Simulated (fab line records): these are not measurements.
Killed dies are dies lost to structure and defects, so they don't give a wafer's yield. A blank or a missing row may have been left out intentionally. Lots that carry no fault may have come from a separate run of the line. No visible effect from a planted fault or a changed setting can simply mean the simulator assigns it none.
Comparing a struck lot with a sound one ; flow sfq-line ; 28 out of 325 route steps
Sound: the wafers L524.1, L524.3, L524.4. Struck: wafer L516.6 (L516.2, L516.4, from the same lot, were not struck and are left out); the cause is given at the end.
Order at every step that has rows: each side's tool, ch and its chambers, its first start. Under that, the readings that differ: sound wafers ; struck wafers ; difference of the means ; sigmas: that difference in standard deviations of wafers without a fault.
alike: a reading whose means differ by less than 2 such deviations, as well as words and numbers matching on both sides. not compared: withheld readings; readings where some wafer has no value; bounds like >300 that might hide an equal value; numbers whose values overlap and for which the record gives no deviation.
A row with sigmas, a row that says differs or no value, or rows on one side alone: a step with any of these is where the two part. Numbers that have no deviation but don't overlap get no sigmas and don't part them. A reading that every wafer of one side lacks parts them only if that side has two wafers or more.

first, 6 steps without rows for these wafers: SFQ_TRILAYER_M1_LITHO_COAT_044 (resist thk 62 nm); SFQ_TRILAYER_M1_LITHO_COAT_039 (resist thk 600 nm); SFQ_TRILAYER_M1_LITHO_SOFTBAKE_043; SFQ_TRILAYER_M1_LITHO_EXPOSE_040 (exposes mask M1, target cd 500 nm); SFQ_TRILAYER_M1_LITHO_PEB_042 (peb time 60 s); SFQ_TRILAYER_M1_LITHO_DEVELOP_041 (time 60 s).
SFQ_M1_OVL_MEAS_911:
  struck on overlay-02, day 27 16:55; sound on overlay-02, day 30 00:34
  alike: M1_OVL
then, 2 steps without rows for these wafers: SFQ_TRILAYER_M1_BARC_OPEN_METAL_ETCH_054 (etches BARC in O2, target depth 125 nm, time 41.7 s); SFQ_TRILAYER_M1_ETCH_METAL_ETCH_042 (etches Nb in Cl2/Ar, stops on SiO2, target depth 240 nm, time 120 s).
SFQ_TRILAYER_M1_STRIP_STRIP_043: strips in O2.
  sound on rie-metal-03 ch 0,1, day 30 00:47; struck on rie-metal-01 ch 1, day 27 17:07
reading;sound;struck;difference;sigmas
drypump-motor-current-A (A);6.41 6.02 6.44;5.62;-0.67;-2
  alike: oes-product-au
  not compared: rf-hours-counter-h
then, 1 step without rows for these wafers: SFQ_TRILAYER_M1_STRIP_SOLV_CLEAN_044 (cleans in NMP, time 600 s).
SFQ_TRILAYER_I1_DEP_PECVD_045: deposits SiO2 from SiH4/N2O, time 111.11 s, target thk 500 nm.
  sound on pecvd-03 ch 1,2, day 30 01:33; struck on pecvd-04 ch 0, day 27 17:54
  alike: heater-power-w, throttle-valve-pct
SFQ_TRILAYER_I1_CMP_CMP_046: polishes SiO2.
  sound on cmp-02 ch 0,1,2, day 30 05:50; struck on cmp-01 ch 2, day 27 23:58
reading;sound;struck;difference;sigmas
time-to-endpoint-s (s);212 217 221;241;+24;+4
model.SiO2_of_TRILAYER_I1_DEP_PECVD_045.thk-nm (nm);198.5 197.3 200.1;184.7;-13.9;
  alike: edge-zone-pressure-frac, head-pressure-psi, motor-current-A
SFQ_I1_BOW_MEAS_912:
  struck on film-metro-03, day 28 00:29; sound on film-metro-02, day 30 08:50
reading;sound;struck;difference;sigmas
I1_BOW (um);-9 -4 -9;9;+16;+2
SFQ_TRILAYER_I1_METRO_MEASURE_047:
  struck on film-metro-03, day 28 00:47; sound on film-metro-02, day 30 08:57
reading;sound;struck;difference;sigmas
thk-nm (nm);198.6 197.3 200.0;184.8;-13.8;-14
then, 6 steps without rows for these wafers: SFQ_TRILAYER_I1_VIA_LITHO_COAT_054 (resist thk 62 nm); SFQ_TRILAYER_I1_VIA_LITHO_COAT_049 (resist thk 650 nm); SFQ_TRILAYER_I1_VIA_LITHO_SOFTBAKE_053; SFQ_TRILAYER_I1_VIA_LITHO_EXPOSE_050 (exposes mask I1, target cd 500 nm); SFQ_TRILAYER_I1_VIA_LITHO_PEB_052 (peb time 60 s); SFQ_TRILAYER_I1_VIA_LITHO_DEVELOP_051 (time 60 s).
-- the record jumps here: 6 days lie between the struck wafers' starts before and after --
SFQ_I1_OVL_MEAS_913:
  struck on overlay-02, day 34 09:05; sound on overlay-01, day 36 15:15
  alike: I1_OVL
SFQ_TRILAYER_I1_VIA_BARC_OPEN_VIA_ETCH_071: etches BARC in O2, target depth 125 nm, time 41.7 s.
  sound on rie-diel-01 ch 1,3, day 36 15:17; struck on rie-diel-03 ch 3, day 34 09:07
  alike: drypump-motor-current-A, oes-product-au
  not compared: rf-hours-counter-h
SFQ_TRILAYER_I1_VIA_ETCH_VIA_ETCH_052: etches SiO2 in CHF3, stops on Nb, target depth 260 nm.
  sound on rie-diel-01 ch 1,3, day 36 15:19; struck on rie-diel-03 ch 3, day 34 09:10
reading;sound;struck;difference;sigmas
oes-product-au (a.u.);0.852 0.850 0.856;0.819;-0.034;-7
model.etch.depth-nm (nm);198.5 197.3 200.1;184.7;-13.9;
model.I1.feature-depth-nm (nm);198.5 197.3 200.1;184.7;-13.9;
  alike: drypump-motor-current-A
SFQ_TRILAYER_I1_VIA_STRIP_STRIP_053: strips in O2.
  sound on rie-metal-02 ch 0,1, day 36 15:26; struck on rie-metal-02 ch 0, day 34 09:16
  alike: drypump-motor-current-A, oes-product-au
  not compared: rf-hours-counter-h
then, 1 step without rows for these wafers: SFQ_TRILAYER_I1_VIA_STRIP_SOLV_CLEAN_054 (cleans in NMP, time 600 s).
SFQ_TRILAYER_M2_DEP_PRE_CLEAN_056: time 22.5 s.
  struck on pvd-sputter-06, day 34 10:03; sound on pvd-sputter-03, day 36 16:13
reading;sound;struck;difference;sigmas
model.SiO2_of_TRILAYER_I1_DEP_PECVD_045.thk-nm (nm);191 189.8 192.6;177.2;-13.9;
SFQ_TRILAYER_M2_DEP_SPUTTER_055: material Nb, target thk 200 nm, time 133.3 s.
  struck on pvd-sputter-06, day 34 10:04; sound on pvd-sputter-03, day 36 16:14
  alike: resputter-cathode-voltage-v, throttle-valve-pct

## WHERE THEY PART
First at SFQ_TRILAYER_M1_STRIP_STRIP_043; last, within this record, at SFQ_TRILAYER_I1_VIA_ETCH_VIA_ETCH_052. Later steps at which nothing parts them and some readings are alike: SFQ_TRILAYER_I1_VIA_STRIP_STRIP_053, SFQ_TRILAYER_M2_DEP_SPUTTER_055.

WHY: what had been put in by the simulator
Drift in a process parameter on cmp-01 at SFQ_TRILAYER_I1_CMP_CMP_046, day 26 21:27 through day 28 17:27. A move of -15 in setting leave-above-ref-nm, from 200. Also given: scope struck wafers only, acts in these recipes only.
